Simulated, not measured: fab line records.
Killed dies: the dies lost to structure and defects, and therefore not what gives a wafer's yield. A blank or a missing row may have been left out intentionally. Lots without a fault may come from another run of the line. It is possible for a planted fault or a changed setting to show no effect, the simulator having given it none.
fab line records -- flow sky130
[record] lots = 5, wafers = 15, last-day = 49
route steps=708 shown VIA4@648 METAL5@661 PAD_OPEN@708
lots untouched by any fault: they come from a run of this same line in which no faults occurred
start-h: hours from the record's first day to the start of the lot's first wafer shown -- wait-h: hours since the lot's step before -- " repeats the value in the row above -- L1.1+2: one row covering several wafers at once -- - either no value or no given start -- * or withheld: withheld -- < > ~ a bound
route shown NAME@n: NAME is a module with steps in the file, n the number in the route of the first one -- usual: the fault-free wafers' mean and standard deviation -- same: alike in all rows -- chamber/n: place in a boat -- sites: per-site readings -- _std_site: the values' standard deviation -- _edge_site: the outer-site mean with the inner-site mean subtracted -- radius-mm: for every site, how far away it sits from the centre of the wafer -- mask NAME#n: copy n -- behind: tool/chamber where the wafer was last shaped -- hold: why the lot was held/for how many hours/how that ended -- device: whichever transistor did not switch (one of n, p or np) -- end of line: the same wafers' tests at the end of the route -- a step without rows: its recipe alone -- killed: at the first sort, the dies lost to defects and structure; wafer yield is something else -- map: dies across one wafer; x = killed, . = not, _ = none there
set.NAME: setting as actually run; set.NAME@STEP: the setting as run at that earlier step -- model.NAME: the simulator's own value behind a step, which no gauge read
certain route steps with their lots: each step a table, each wafer a row
services: the hour from which a tool's chamber was out of use, counted from the record's first day as start-h (under 0 if before that day), plus the number of hours and why
[[steps]]
[step SKY_VIA4_PEB_09]
[recipe] temp-c = withheld, time-s = *, resist = NOVOLAK
[step SKY_VIA4_DEVELOP_10]
[recipe] resist = NOVOLAK, developer = TMAH, develop-time-s = 60, dev-temp-c = 23
[step SKY_VIA4_OVL_MEAS_11]
[usual] VIA4_OVL = -0.6/1.1
lot.wafer,tool,chamber,start-h,wait-h,VIA4_OVL[nm]
L589.1,overlay-01,-,1009.12,0.1,1.6
L589.2,overlay-01,-,1009.12,0.1,0.1
L589.6,overlay-01,-,1009.12,0.1,-0.4
L593.1,overlay-02,-,1034.58,0.1,-0.3
L593.2,overlay-02,-,1034.58,0.1,-1.6
L593.6,overlay-02,-,1034.58,0.1,-0.9
L595.1,overlay-02,-,1058.28,0.1,-1.5
L595.4,overlay-02,-,1058.28,0.1,-0.7
L595.5,overlay-02,-,1058.28,0.1,-0.4
L596.1,overlay-02,-,1059.32,0.1,-0.2
L596.3,overlay-02,-,1059.32,0.1,-2.1
L596.5,overlay-02,-,1059.32,0.1,0.5
L608.4,overlay-02,-,1124.40,0.1,-0.4
L608.5,overlay-02,-,1124.40,0.1,-1.0
L608.6,overlay-02,-,1124.40,0.1,-0.8
[step SKY_VIA4_ETCH_12]
[recipe] target = SiO2, chemistry = C4F8/O2/Ar, stop-on = TiN, mask-material = NOVOLAK, source-w = 1500, bias-w = 1200, pressure-mtorr = 40, c4f8-flow-sccm = withheld, O2_flow_sccm = 6, Ar_flow_sccm = 300, time-s = withheld, target-depth-a = 5800
[usual] oes-product-au = 0.925/0.0046
lot.wafer,tool,chamber,start-h,wait-h,oes-product-au
L589.1,rie-diel-04,0,1009.16,0.0,0.922
L589.2,rie-diel-04,1,1009.16,0.0,0.919
L589.6,rie-diel-04,0,1009.16,0.0,0.924
L593.1,rie-diel-04,3,1034.62,0.0,0.922
L593.2,rie-diel-04,0,1034.62,0.0,0.926
L593.6,rie-diel-04,2,1034.62,0.0,0.926
L595.1,rie-diel-03,1,1058.32,0.0,0.918
L595.4,rie-diel-03,2,1058.32,0.0,0.927
L595.5,rie-diel-03,3,1058.32,0.0,0.930
L596.1,rie-diel-04,2,1059.36,0.0,0.932
L596.3,rie-diel-04,0,1059.36,0.0,0.934
L596.5,rie-diel-04,1,1059.36,0.0,0.918
L608.4,rie-diel-04,3,1124.42,0.0,0.927
L608.5,rie-diel-04,3,1124.42,0.0,0.925
L608.6,rie-diel-04,0,1124.42,0.0,0.922
[step SKY_VIA4_STRIP_13]
[recipe] chemistry = O2/N2, power-w = 1400, pressure-mtorr = 1500, platen-temp-c = withheld, o2-flow-sccm = 3000, n2-flow-sccm = 300, overash-fraction = 0.5
[usual] drypump-motor-current-A = 5.7/0.3, oes-product-au = 0.709/0.0045, strip-time-to-endpoint-s = 12.81/0.032
lot.wafer,tool,chamber,start-h,wait-h,drypump-motor-current-A,oes-product-au,rf-hours-counter-h,strip-time-to-endpoint-s
L589.1,plasma-asher-04,1,1009.23,-,5.8,0.698,115,12.79
L589.2,plasma-asher-04,0,1009.23,-,5.3,0.708,115,12.82
L589.6,plasma-asher-04,1,1009.23,-,5.8,0.716,-,12.81
L593.1,plasma-asher-01,1,1034.69,-,5.9,0.718,29,12.83
L593.2,plasma-asher-01,0,1034.69,-,6.4,0.707,29,12.77
L593.6,plasma-asher-01,0,1034.69,-,6.4,0.708,-,12.79
L595.1,plasma-asher-02,0,1058.39,-,5.8,0.709,94,12.79
L595.4,plasma-asher-02,0,1058.39,-,5.8,0.718,-,12.80
L595.5,plasma-asher-02,1,1058.39,-,5.6,0.714,-,12.77
L596.1,plasma-asher-02,0,1059.43,-,5.8,0.713,95,12.77
L596.3,plasma-asher-02,0,1059.43,-,5.8,0.714,-,12.78
L596.5,plasma-asher-02,0,1059.43,-,5.8,0.713,-,12.81
L608.4,plasma-asher-01,0,1124.52,-,6.4,0.708,-,12.78
L608.5,plasma-asher-01,0,1124.52,-,6.4,0.705,-,12.82
L608.6,plasma-asher-01,1,1124.52,-,5.9,0.701,-,12.82
[step SKY_VIA4_STRIP_14]
[recipe] chemistry = post-etch-residue-remover, time-s = 1200, temp-c = 72.5
[step SKY_VIA4_CLEAN_15]
[recipe] chemistry = IPA, time-s = 180, temp-c = 25
[step SKY_VIA4_CLEAN_16]
[recipe] chemistry = O3/DIW, dry = n2-spin
[step SKY_VIA4_SPUTTER_17]
[recipe] material = TiN, target-thk-nm = 20, chamber-pressure-pa = 5, power-w = 4000, time-s = 80
[step SKY_VIA4_CVD_18]
[recipe] material = W, target-thk-nm = 505, time-s = 152.14, temp-c = 400, pressure-torr = 40
[step SKY_VIA4_RS_MEAS_19]
[recipe] thk-meas-gauge = four-point-probe, reads = W_of_VIA4_CVD_18+TiN_of_VIA4_SPUTTER_17
[usual] VIA4_W_RS = 0.2284/0.0024
lot.wafer,tool,chamber,start-h,wait-h,VIA4_W_RS[ohm/sq]
L589.1,film-metro-04,-,1010.03,0.1,0.2258
L589.2,film-metro-04,-,1010.03,0.1,0.2246
L589.6,film-metro-04,-,1010.03,0.1,0.2269
L593.1,film-metro-01,-,1035.51,0.1,0.2296
L593.2,film-metro-01,-,1035.51,0.1,0.2291
L593.6,film-metro-01,-,1035.51,0.1,0.2284
L595.1,film-metro-03,-,1059.39,0.3,0.2251
L595.4,film-metro-03,-,1059.39,0.3,0.2279
L595.5,film-metro-03,-,1059.39,0.3,0.2250
L596.1,film-metro-03,-,1060.27,0.1,0.2308
L596.3,film-metro-03,-,1060.27,0.1,0.2282
L596.5,film-metro-03,-,1060.27,0.1,0.2322
L608.4,film-metro-04,-,1125.36,0.1,0.2293
L608.5,film-metro-04,-,1125.36,0.1,0.2304
L608.6,film-metro-04,-,1125.36,0.1,0.2303
[step SKY_VIA4_THK_MEAS_20]
[recipe] thk-meas-gauge = xrf, reads = W_of_VIA4_CVD_18
[usual] VIA4_W_THK = 503/6.1
lot.wafer,tool,chamber,start-h,wait-h,VIA4_W_THK[nm]
L589.1,film-metro-04,-,1010.15,0.1,506
L589.2,film-metro-04,-,1010.15,0.1,508
L589.6,film-metro-04,-,1010.15,0.1,504
L593.1,film-metro-01,-,1035.63,0.1,503
L593.2,film-metro-01,-,1035.63,0.1,507
L593.6,film-metro-01,-,1035.63,0.1,509
L595.1,film-metro-03,-,1059.51,0.1,512
L595.4,film-metro-03,-,1059.51,0.1,503
L595.5,film-metro-03,-,1059.51,0.1,514
L596.1,film-metro-03,-,1060.39,0.1,500
L596.3,film-metro-03,-,1060.39,0.1,504
L596.5,film-metro-03,-,1060.39,0.1,495
L608.4,film-metro-04,-,1125.45,0.1,499
L608.5,film-metro-04,-,1125.45,0.1,499
L608.6,film-metro-04,-,1125.45,0.1,494
[step SKY_VIA4_CMP_21]
[recipe] stop-on = SiO2, t-overpolish-s = 25, down-force-psi = 3.5, platen-rpm = 60, target-thk-nm = 0, pad-velocity-m-s = 0.94248
[usual] motor-current-A = 11.4/0.95, overpolish-run-s = 25.001/0.0089, time-to-endpoint-s = 120/3.5
lot.wafer,tool,chamber,start-h,wait-h,motor-current-A,overpolish-run-s,time-to-endpoint-s,model.SiO2_of_VIA4_HDPCVD_00.thk-nm
L589.1,cmp-01,1,1010.26,0.1,13.3,25.006,115,573.4
L589.2,cmp-01,2,1010.26,0.1,11.4,25.008,120,576
L589.6,cmp-01,1,1010.26,0.1,13.1,25.007,117,575.4
L593.1,cmp-01,2,1035.79,0.1,10.9,25.006,112,572.8
L593.2,cmp-01,3,1035.79,0.1,11.9,24.983,117,574.7
L593.6,cmp-01,1,1035.79,0.1,13.0,25.008,116,573.9
L595.4,cmp-02,1,1059.62,0.1,10.3,25.000,118,576.2
L595.1,cmp-02,2,1059.62,0.1,11.6,24.991,121,575.5
L595.5,cmp-02,0,1059.62,0.1,10.9,25.003,118,576.8
L596.1,cmp-02,2,1060.58,0.2,11.7,25.023,116,573.5
L596.3,cmp-02,3,1060.58,0.2,12.5,24.992,124,574
L596.5,cmp-02,1,1060.58,0.2,10.4,25.003,117,574.6
L608.4,cmp-02,0,1125.65,0.2,10.8,25.003,66,569.6
L608.5,cmp-02,2,1125.65,0.2,11.8,24.996,127,575.5
L608.6,cmp-02,3,1125.65,0.2,12.7,24.986,126,573.3
[step SKY_METAL5_SPUTTER_00]
[recipe] material = Ti, target-thk-nm = 15, power-w = 3000, time-s = 10, chamber-pressure-pa = 0.4
[usual] throttle-valve-pct = 30.4/1.5
[same] time-s = 10
lot.wafer,tool,chamber,start-h,wait-h,throttle-valve-pct
L589.1,pvd-sputter-01,-,1010.51,0.2,31.2
L589.2,pvd-sputter-01,-,1010.51,0.2,30.9
L589.6,pvd-sputter-01,-,1010.51,0.2,31.1
L593.1,pvd-sputter-03,-,1035.99,0.1,27.5
L593.2,pvd-sputter-03,-,1035.99,0.1,30.2
L593.6,pvd-sputter-03,-,1035.99,0.1,27.6
L595.1,pvd-sputter-02,-,1059.87,0.1,28.7
L595.4,pvd-sputter-02,-,1059.87,0.1,30.2
L595.5,pvd-sputter-02,-,1059.87,0.1,30.6
L596.1,pvd-sputter-03,-,1060.83,0.2,32.0
L596.3,pvd-sputter-03,-,1060.83,0.2,27.3
L596.5,pvd-sputter-03,-,1060.83,0.2,32.1
L608.4,pvd-sputter-01,-,1125.85,0.1,31.0
L608.5,pvd-sputter-01,-,1125.85,0.1,30.8
L608.6,pvd-sputter-01,-,1125.85,0.1,29.9
[step SKY_METAL5_SPUTTER_01]
[recipe] material = TiN, target-thk-nm = 20, power-w = 6500, time-s = 16.7, chamber-pressure-pa = 0.4
[step SKY_METAL5_SPUTTER_02]
[recipe] material = AlCu, target-thk-nm = 1150, power-w = 10600, time-s = 61.2, chamber-pressure-pa = 0.4
[step SKY_METAL5_SPUTTER_03]
[recipe] material = Ti, target-thk-nm = 5, power-w = 3000, time-s = 3.3, chamber-pressure-pa = 0.4
[usual] throttle-valve-pct = 30.4/1.6
[same] time-s = 3.3
lot.wafer,tool,chamber,start-h,wait-h,throttle-valve-pct
L589.1,pvd-sputter-01,-,1010.61,0.0,31.2
L589.2,pvd-sputter-01,-,1010.61,0.0,30.7
L589.6,pvd-sputter-01,-,1010.61,0.0,31.0
L593.1,pvd-sputter-03,-,1036.09,0.0,27.2
L593.2,pvd-sputter-03,-,1036.09,0.0,30.5
L593.6,pvd-sputter-03,-,1036.09,0.0,27.5
L595.1,pvd-sputter-02,-,1059.96,0.0,28.7
L595.4,pvd-sputter-02,-,1059.96,0.0,29.7
L595.5,pvd-sputter-02,-,1059.96,0.0,30.4
L596.1,pvd-sputter-03,-,1060.93,0.0,32.0
L596.3,pvd-sputter-03,-,1060.93,0.0,27.5
L596.5,pvd-sputter-03,-,1060.93,0.0,32.0
L608.4,pvd-sputter-01,-,1125.95,0.0,31.2
L608.5,pvd-sputter-01,-,1125.95,0.0,31.0
L608.6,pvd-sputter-01,-,1125.95,0.0,29.7
[step SKY_METAL5_SPUTTER_04]
[recipe] material = TiN, target-thk-nm = 70, power-w = 6500, time-s = 58.3, chamber-pressure-pa = 0.4
[usual] throttle-valve-pct = 30.4/1.6
[same] time-s = 58.3
lot.wafer,tool,chamber,start-h,wait-h,throttle-valve-pct
L589.1,pvd-sputter-01,-,1010.63,0.0,31.2
L589.2,pvd-sputter-01,-,1010.63,0.0,31.0
L589.6,pvd-sputter-01,-,1010.63,0.0,31.2
L593.1,pvd-sputter-03,-,1036.11,0.0,27.3
L593.2,pvd-sputter-03,-,1036.11,0.0,30.5
L593.6,pvd-sputter-03,-,1036.11,0.0,27.5
L595.1,pvd-sputter-02,-,1059.98,0.0,28.7
L595.4,pvd-sputter-02,-,1059.98,0.0,30.0
L595.5,pvd-sputter-02,-,1059.98,0.0,30.7
L596.1,pvd-sputter-03,-,1060.95,0.0,31.9
L596.3,pvd-sputter-03,-,1060.95,0.0,27.5
L596.5,pvd-sputter-03,-,1060.95,0.0,32.0
L608.4,pvd-sputter-01,-,1125.96,0.0,31.3
L608.5,pvd-sputter-01,-,1125.96,0.0,30.8
L608.6,pvd-sputter-01,-,1125.96,0.0,29.6
[step SKY_METAL5_RS_MEAS_05]
[recipe] thk-meas-gauge = four-point-probe, reads = TiN_of_METAL5_SPUTTER_04+Ti_of_METAL5_SPUTTER_03+AlCu_of_METAL5_SPUTTER_02+TiN_of_METAL5_SPUTTER_01+Ti_of_METAL5_SPUTTER_00
[usual] METAL5_ALCU_RS = 0.02714/0.00022
lot.wafer,tool,chamber,start-h,wait-h,METAL5_ALCU_RS[ohm/sq]
L589.1,film-metro-02,-,1010.68,0.0,0.02742
L589.2,film-metro-02,-,1010.68,0.0,0.02742
L589.6,film-metro-02,-,1010.68,0.0,0.02768
L593.1,film-metro-04,-,1036.15,0.0,0.02711
L593.2,film-metro-04,-,1036.15,0.0,0.02691
L593.6,film-metro-04,-,1036.15,0.0,0.02704
L595.1,film-metro-04,-,1060.03,0.0,0.02738
L595.4,film-metro-04,-,1060.03,0.0,0.0278
L595.5,film-metro-04,-,1060.03,0.0,0.02752
L596.1,film-metro-04,-,1061.00,0.0,0.02693
L596.3,film-metro-04,-,1061.00,0.0,0.02714
L596.5,film-metro-04,-,1061.00,0.0,0.02703
L608.4,film-metro-03,-,1126.07,0.1,0.0269
L608.5,film-metro-03,-,1126.07,0.1,0.0269
L608.6,film-metro-03,-,1126.07,0.1,0.0266
[step SKY_METAL5_THK_MEAS_06]
[recipe] thk-meas-gauge = xrf, reads = AlCu_of_METAL5_SPUTTER_02
[usual] METAL5_ALCU_THK = 1147/14
lot.wafer,tool,chamber,start-h,wait-h,METAL5_ALCU_THK[nm]
L589.1,film-metro-02,-,1010.80,0.1,1133
L589.2,film-metro-02,-,1010.80,0.1,1131
L589.6,film-metro-02,-,1010.80,0.1,1119
L593.1,film-metro-04,-,1036.27,0.1,1142
L593.2,film-metro-04,-,1036.27,0.1,1157
L593.6,film-metro-04,-,1036.27,0.1,1147
L595.1,film-metro-04,-,1060.15,0.1,1137
L595.4,film-metro-04,-,1060.15,0.1,1117
L595.5,film-metro-04,-,1060.15,0.1,1130
L596.1,film-metro-04,-,1061.12,0.1,1153
L596.3,film-metro-04,-,1061.12,0.1,1148
L596.5,film-metro-04,-,1061.12,0.1,1147
L608.4,film-metro-03,-,1126.16,0.1,1169
L608.5,film-metro-03,-,1126.16,0.1,1170
L608.6,film-metro-03,-,1126.16,0.1,1178
[step SKY_METAL5_DEHYDRATE_07]
[recipe] temp-c = 200, time-s = 60
[step SKY_METAL5_HMDS_08]
[recipe] prime-time-s = 60, prime-temp-c = 120
[step SKY_METAL5_COAT_09]
[recipe] resist = NOVOLAK, spin-rpm = 3000, resist-thk-nm = 1800
[step SKY_METAL5_SOFTBAKE_10]
[recipe] temp-c = 90, time-s = 60, resist = NOVOLAK
[step SKY_METAL5_EXPOSE_11]
[recipe] mask-id = MM5, na = 0.6, source-shape = conventional, sigma-outer = 0.6, polarization = unpolarized, target-cd-nm = 1600, dose-mj = 190
[step SKY_METAL5_PEB_12]
[recipe] temp-c = withheld, time-s = *, resist = NOVOLAK
[step SKY_METAL5_DEVELOP_13]
[recipe] resist = NOVOLAK, developer = TMAH, develop-time-s = 60, dev-temp-c = 23
[step SKY_METAL5_DESCUM_14]
[recipe] chemistry = O2, source-power-w = 150, bias-power-w = 0, pressure-mtorr = 10, temp-c = 40, time-s = 11
[step SKY_METAL5_METAL_ETCH_15]
[recipe] target-depth-a = 12600, stop-on = SiO2, over-etch-frac = 0.2, time-s = 252, chemistry = Cl2/BCl3, resist-sidewall-deg = 86, pressure-mtorr = 10, icp-w = 900, bias-w = 48.5, Cl2_flow_sccm = 60, bcl3-flow-sccm = 30
[usual] bcl3-flow-sccm = 30.00/0.088, drypump-motor-current-A = 5.9/0.39, mfc-cl2-sccm = 59.98/0.21, oes-product-au = 0.894/0.0051, throttle-valve-pct = 22.264/0.0095
[same] time-s = 252
lot.wafer,tool,chamber,start-h,wait-h,bcl3-flow-sccm,drypump-motor-current-A,mfc-cl2-sccm,oes-product-au,rf-hours-counter-h,throttle-valve-pct,model.SiO2_of_VIA4_HDPCVD_00.thk-nm
L589.1,rie-metal-01,1,1033.65,0.0,30.06,5.6,60.03,0.897,6,22.269,548.2
L589.2,rie-metal-01,0,1033.65,0.0,29.79,5.7,60.15,0.898,0,22.264,550.6
L589.6,rie-metal-01,0,1033.65,0.0,29.83,5.7,59.94,0.886,-,22.263,550.2
L593.1,rie-metal-01,1,1058.35,0.0,30.13,5.6,59.91,0.895,8,22.267,547.5
L593.2,rie-metal-01,0,1058.35,0.0,30.10,5.8,59.86,0.888,2,22.268,549
L593.6,rie-metal-01,0,1058.35,0.0,30.06,5.8,59.98,0.897,-,22.256,548.6
L595.1,rie-metal-04,1,1081.06,0.0,30.13,6.0,59.82,0.896,11,22.276,549.4
L595.4,rie-metal-04,1,1081.06,0.0,30.12,6.0,59.87,0.894,-,22.259,550.5
L595.5,rie-metal-04,0,1081.06,0.0,29.96,5.3,59.74,0.899,-,22.253,550.9
L596.1,rie-metal-02,0,1081.80,0.0,30.08,6.4,60.16,0.894,15,22.252,548.2
L596.3,rie-metal-02,0,1081.80,0.0,29.99,6.3,60.13,0.893,-,22.278,548.6
L596.5,rie-metal-02,1,1081.80,0.0,30.14,6.4,60.03,0.896,-,22.249,549.3
L608.4,rie-metal-04,1,1144.13,0.1,29.89,6.0,60.00,0.890,-,22.267,544.3
L608.5,rie-metal-04,0,1144.13,0.1,30.17,5.3,59.72,0.891,-,22.256,549.9
L608.6,rie-metal-04,1,1144.13,0.1,29.84,6.0,60.20,0.897,-,22.271,548
[step SKY_METAL5_STRIP_16]
[recipe] chemistry = O2/N2, power-w = 1400, pressure-mtorr = 1500, platen-temp-c = withheld, o2-flow-sccm = 3000, n2-flow-sccm = 300, overash-fraction = 0.5
[step SKY_PAD_OPEN_PROBE_99]
[usual] defect-limited-yield = 82.3/2, killed_at_M0_to_M3 = 44/7.1, killed_at_M4_up = 3.3/1.8, killed-at-contacts = 24/5.1, killed-at-front-end = 16/4.7, killed-at-other = 0.3/0.52, killed-dies = 87/9.7, killed-open = 47/6.8, killed-short = 39/6.7, sort_bin_3_pad_short = 0.9/0.43, sort_bin_5_function = 10.4/1.4, sort_bin_6_memory = 6.4/1.2, sort-n-pass = 405/9.7, sort-yield-pct = 82.3/2
[same] gross-dies = 492, killed-at-back-side = 0, sort_bin_4_leakage[%] = 0, sort_bin_8_speed[%] = 0
lot.wafer,tool,chamber,start-h,wait-h,defect-limited-yield[%],killed_at_M0_to_M3,killed_at_M4_up,killed-at-contacts,killed-at-front-end,killed-at-other,killed-dies,killed-open,killed-short,sort_bin_3_pad_short[%],sort_bin_5_function[%],sort_bin_6_memory[%],sort-n-pass,sort-yield-pct[%]
L589.1,prober-01,-,1081.75,0.1,81.9,43,3,25,18,0,89,44,45,1.0,9.6,7.5,403,81.9
L589.2,prober-01,-,1081.80,0.1,82.7,40,5,23,17,0,85,56,29,1.0,10.6,5.7,407,82.7
L589.6,prober-01,-,1082.00,0.2,85.4,32,3,21,15,1,72,39,33,1.0,7.3,6.3,420,85.4
L595.1,prober-01,-,1123.96,0.1,81.5,38,5,31,16,1,91,48,43,0.6,12.4,5.5,401,81.5
L595.4,prober-01,-,1124.11,0.2,81.7,51,1,25,13,0,90,56,34,0.8,11.2,6.3,402,81.7
L595.5,prober-01,-,1124.16,0.2,78.5,46,3,24,31,2,106,53,51,0.8,12.8,7.9,386,78.5
L608.4,prober-02,-,1181.21,0.2,85.8,34,3,23,10,0,70,40,30,0.8,7.9,5.5,422,85.8
L608.5,prober-02,-,1181.26,0.2,78.0,51,5,26,25,1,108,51,54,1.2,13.6,7.1,384,78.0
L608.6,prober-02,-,1181.31,0.2,80.5,47,3,30,15,1,96,55,40,1.0,11.6,6.9,396,80.5
// killed by level:class
L589.1 VIA1:geometric-particle:open=9 CONTACT:geometric-particle:open=8 CONTACT:geometric-particle:short=7 VIA1:geometric-particle:short=7 FIELD_ISO:geometric-particle:short=6 VIA3:geometric-particle:open=6 VIA2:geometric-particle:open=5 POLY_GATE:geometric-particle:open=4
L589.2 VIA2:geometric-particle:open=11 VIA1:geometric-particle:open=9 CONTACT:geometric-particle:open=8 LI_CONTACT:geometric-particle:open=7 METAL1:geometric-particle:short=5 FIELD_ISO:geometric-particle:open=4 POLY_GATE:geometric-particle:open=4 LI_CONTACT:geometric-particle:short=3
L589.6 CONTACT:geometric-particle:open=12 VIA1:geometric-particle:open=7 VIA1:geometric-particle:short=6 SPACER:geometric-particle:open=4 LI_CONTACT:geometric-particle:open=4 METAL1:geometric-particle:short=4 VIA2:geometric-particle:open=3 VIA3:geometric-particle:open=3
L595.1 VIA1:geometric-particle:open=8 CONTACT:geometric-particle:open=8 LOCAL_INTERCONNECT:geometric-particle:short=7 VIA3:geometric-particle:open=6 LI_CONTACT:geometric-particle:short=5 LI_CONTACT:geometric-particle:open=5 VIA1:geometric-particle:short=5 FIELD_ISO:geometric-particle:open=4
L595.4 VIA1:geometric-particle:open=17 VIA2:geometric-particle:open=13 CONTACT:geometric-particle:open=7 LI_CONTACT:geometric-particle:open=5 LOCAL_INTERCONNECT:geometric-particle:short=5 LI_CONTACT:geometric-particle:short=4 METAL1:geometric-particle:short=4 VIA1:geometric-particle:short=4
L595.5 FIELD_ISO:geometric-particle:open=11 METAL2:geometric-particle:short=8 VIA1:geometric-particle:open=8 VIA2:geometric-particle:open=8 CONTACT:geometric-particle:short=7 LI_CONTACT:geometric-particle:open=6 CONTACT:geometric-particle:open=6 FIELD_ISO:geometric-particle:short=5
L608.4 CONTACT:geometric-particle:open=13 VIA1:geometric-particle:open=8 METAL2:geometric-particle:short=5 FIELD_ISO:geometric-particle:open=4 LI_CONTACT:geometric-particle:open=4 VIA2:geometric-particle:open=4 METAL3:geometric-particle:short=4 LOCAL_INTERCONNECT:geometric-particle:short=3
L608.5 CONTACT:geometric-particle:open=10 VIA1:geometric-particle:open=9 POLY_GATE:geometric-particle:short=7 POLY_GATE:geometric-particle:open=7 VIA2:geometric-particle:open=7 METAL2:geometric-particle:short=7 LOCAL_INTERCONNECT:geometric-particle:short=6 VIA1:geometric-particle:short=5
L608.6 LI_CONTACT:geometric-particle:open=11 CONTACT:geometric-particle:open=10 METAL2:geometric-particle:short=8 VIA2:geometric-particle:short=8 VIA1:geometric-particle:open=7 FIELD_ISO:geometric-particle:open=6 VIA2:geometric-particle:open=6 CONTACT:geometric-particle:short=4
[[services]]
tool,chamber,start-h,hours,kind
cmp-01,-,1000.31,1.2,repair
pvd-sputter-02,-,1003.50,3.2,repair
plasma-asher-04,-,1021.13,15.6,pm
rie-metal-01,-,1039.36,0.6,repair
plasma-asher-01,-,1045.23,1.6,repair
rie-metal-04,1,1053.16,7.4,repair
plasma-asher-04,-,1055.34,9.0,pm
pvd-sputter-03,2,1064.48,-,consumable-replace:kit
pvd-sputter-03,2,1064.48,18.0,scheduled-down
pvd-sputter-03,2,1064.48,18.0,vent-cycle
plasma-asher-01,-,1065.47,13.0,repair
pvd-sputter-02,-,1073.56,7.9,repair
pvd-sputter-01,-,1075.63,2.3,repair
rie-diel-04,-,1082.02,0.7,repair
plasma-asher-01,-,1083.07,2.8,repair
rie-metal-01,0,1083.38,21.9,repair
cmp-01,-,1084.00,4.0,pm
rie-diel-03,2,1090.04,1.8,repair
rie-diel-04,1,1102.83,7.5,repair
pvd-sputter-02,-,1103.59,2.6,repair
plasma-asher-01,-,1119.45,0.5,repair
pvd-sputter-01,3,1132.82,-,consumable-replace:kit
pvd-sputter-01,3,1132.82,18.0,scheduled-down
rie-diel-04,1,1137.32,2.3,repair
[[key]]
[first-sign] step = SKY_VIA4_CMP_21, reading = time-to-endpoint-s, direction = down, sigmas = 16, usual = *, struck = *
effect none on later readings
[model-effect] step = SKY_VIA4_CMP_21, value = SiO2_of_VIA4_HDPCVD_00.thk-nm, without = 574, struck = 569.6
[model-effect] step = SKY_METAL5_METAL_ETCH_15, value = SiO2_of_VIA4_HDPCVD_00.thk-nm, without = 548.6, struck = 544.3
met-at SKY_VIA4_CMP_21
struck-wafers L608.4
onset-between 1059.62 1125.65
[fault] kind = process-parameter-drift, tool = cmp-02, chamber = 0, onset-h = 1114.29, steps = SKY_VIA4_CMP_21, channel = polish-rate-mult, offset = 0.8, shape = step, end-h = 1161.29
